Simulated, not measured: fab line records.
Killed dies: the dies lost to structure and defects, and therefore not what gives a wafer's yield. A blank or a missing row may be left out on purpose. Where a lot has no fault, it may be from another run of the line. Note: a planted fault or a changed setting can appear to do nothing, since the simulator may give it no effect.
Chamber matching || flow sky130 || 4 sister chambers for SKY_VIA3_ETCH_14 on rieDiel-01
The step etches BARC in N2/H2, stops on SiO2, time 45.9 s, target depth 60 nm. 14 wafers are shown with their chamber, then 7 later ones without.

## WAFERS, EACH WITH ITS CHAMBER
{"wafer": "L078.3", "chamber": 1, "drypumpMotorCurrentA (A)": 5.1, "throttleValvePct (%)": 13.245, "oesProductAu (a.u.)": 0.849}
{"wafer": "L078.4", "chamber": 3, "drypumpMotorCurrentA (A)": 5.9, "throttleValvePct (%)": 13.226, "oesProductAu (a.u.)": 0.853}
{"wafer": "L078.6", "chamber": 1, "drypumpMotorCurrentA (A)": 5.1, "throttleValvePct (%)": 13.213, "oesProductAu (a.u.)": 0.861}
{"wafer": "L080.1", "chamber": 2, "drypumpMotorCurrentA (A)": 5.8, "throttleValvePct (%)": 13.221, "oesProductAu (a.u.)": 0.857}
{"wafer": "L080.4", "chamber": 0, "drypumpMotorCurrentA (A)": 5.8, "throttleValvePct (%)": 13.226, "oesProductAu (a.u.)": 0.855}
{"wafer": "L080.6", "chamber": 2, "drypumpMotorCurrentA (A)": 5.8, "throttleValvePct (%)": 13.215, "oesProductAu (a.u.)": 0.856}
{"wafer": "L081.3", "chamber": 3, "drypumpMotorCurrentA (A)": 5.9, "throttleValvePct (%)": 13.217, "oesProductAu (a.u.)": 0.853}
{"wafer": "L081.4", "chamber": 0, "drypumpMotorCurrentA (A)": 5.8, "throttleValvePct (%)": 13.230, "oesProductAu (a.u.)": 0.859}
{"wafer": "L081.6", "chamber": 1, "drypumpMotorCurrentA (A)": 5.1, "throttleValvePct (%)": 13.224, "oesProductAu (a.u.)": 0.857}
{"wafer": "L090.3", "chamber": 1, "drypumpMotorCurrentA (A)": 5.1, "throttleValvePct (%)": 13.247, "oesProductAu (a.u.)": 0.844}
{"wafer": "L090.4", "chamber": 0, "drypumpMotorCurrentA (A)": 5.9, "throttleValvePct (%)": 13.223, "oesProductAu (a.u.)": 0.860}
{"wafer": "L090.5", "chamber": 0, "drypumpMotorCurrentA (A)": 5.9, "throttleValvePct (%)": 13.225, "oesProductAu (a.u.)": 0.856}
{"wafer": "L095.1", "chamber": 2, "drypumpMotorCurrentA (A)": 5.8, "throttleValvePct (%)": 13.213, "oesProductAu (a.u.)": 0.844}
{"wafer": "L095.3", "chamber": 1, "drypumpMotorCurrentA (A)": 5.0, "throttleValvePct (%)": 13.225, "oesProductAu (a.u.)": 0.856}

SIGNATURES (means of the wafers above)
{"reading": "drypumpMotorCurrentA", "chamber 0": 5.850, "chamber 1": 5.080, "chamber 2": 5.800, "chamber 3": 5.900, "scatter within a chamber": 0.0424}
{"reading": "throttleValvePct", "chamber 0": 13.22600, "chamber 1": 13.23080, "chamber 2": 13.21633, "chamber 3": 13.22150, "scatter within a chamber": 0.00981}
{"reading": "oesProductAu", "chamber 0": 0.85750, "chamber 1": 0.85340, "chamber 2": 0.85233, "chamber 3": 0.85300, "scatter within a chamber": 0.00554}
Rule: distance of a wafer from a chamber = root of the sum over the readings of ((wafer's reading minus chamber's mean) / reading's scatter) squared. The wafer belongs to the nearest chamber; if the next one is less than 2 further off, it can't be placed. The scatter: take each reading less its chamber's mean, square it, sum over the shown wafers, divide by the number of wafers less the number of chambers, and take the root.

## WAFERS WHOSE CHAMBER IS MISSING
{"wafer": "L095.6", "drypumpMotorCurrentA (A)": 5.8, "throttleValvePct (%)": 13.224, "oesProductAu (a.u.)": 0.859}
{"wafer": "L096.2", "drypumpMotorCurrentA (A)": 5.0, "throttleValvePct (%)": 13.214, "oesProductAu (a.u.)": 0.853}
{"wafer": "L096.3", "drypumpMotorCurrentA (A)": 5.9, "throttleValvePct (%)": 13.225, "oesProductAu (a.u.)": 0.859}
{"wafer": "L096.6", "drypumpMotorCurrentA (A)": 5.8, "throttleValvePct (%)": 13.231, "oesProductAu (a.u.)": 0.855}
{"wafer": "L097.1", "drypumpMotorCurrentA (A)": 5.9, "throttleValvePct (%)": 13.234, "oesProductAu (a.u.)": 0.852}
{"wafer": "L097.2", "drypumpMotorCurrentA (A)": 5.8, "throttleValvePct (%)": 13.223, "oesProductAu (a.u.)": 0.849}
{"wafer": "L097.4", "drypumpMotorCurrentA (A)": 5.8, "throttleValvePct (%)": 13.237, "oesProductAu (a.u.)": 0.853}

## THE CHAMBER EACH PASSED THROUGH
{"wafer": "L095.6", "from the rows above": "can't be placed: 0 or 2 or 3", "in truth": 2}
{"wafer": "L096.2", "from the rows above": 1, "in truth": 1}
{"wafer": "L096.3", "from the rows above": "can't be placed: 3 or 0 or 2", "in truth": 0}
{"wafer": "L096.6", "from the rows above": "can't be placed: 0 or 2 or 3", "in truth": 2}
{"wafer": "L097.1", "from the rows above": "can't be placed: 3 or 0 or 2", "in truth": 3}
{"wafer": "L097.2", "from the rows above": "can't be placed: 2 or 0 or 3", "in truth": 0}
{"wafer": "L097.4", "from the rows above": "can't be placed: 0 or 2 or 3", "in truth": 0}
1 of 7 placed correctly. These rows do not allow placing 6 (true chamber among the candidates in 6). Wrongly placed: 0.
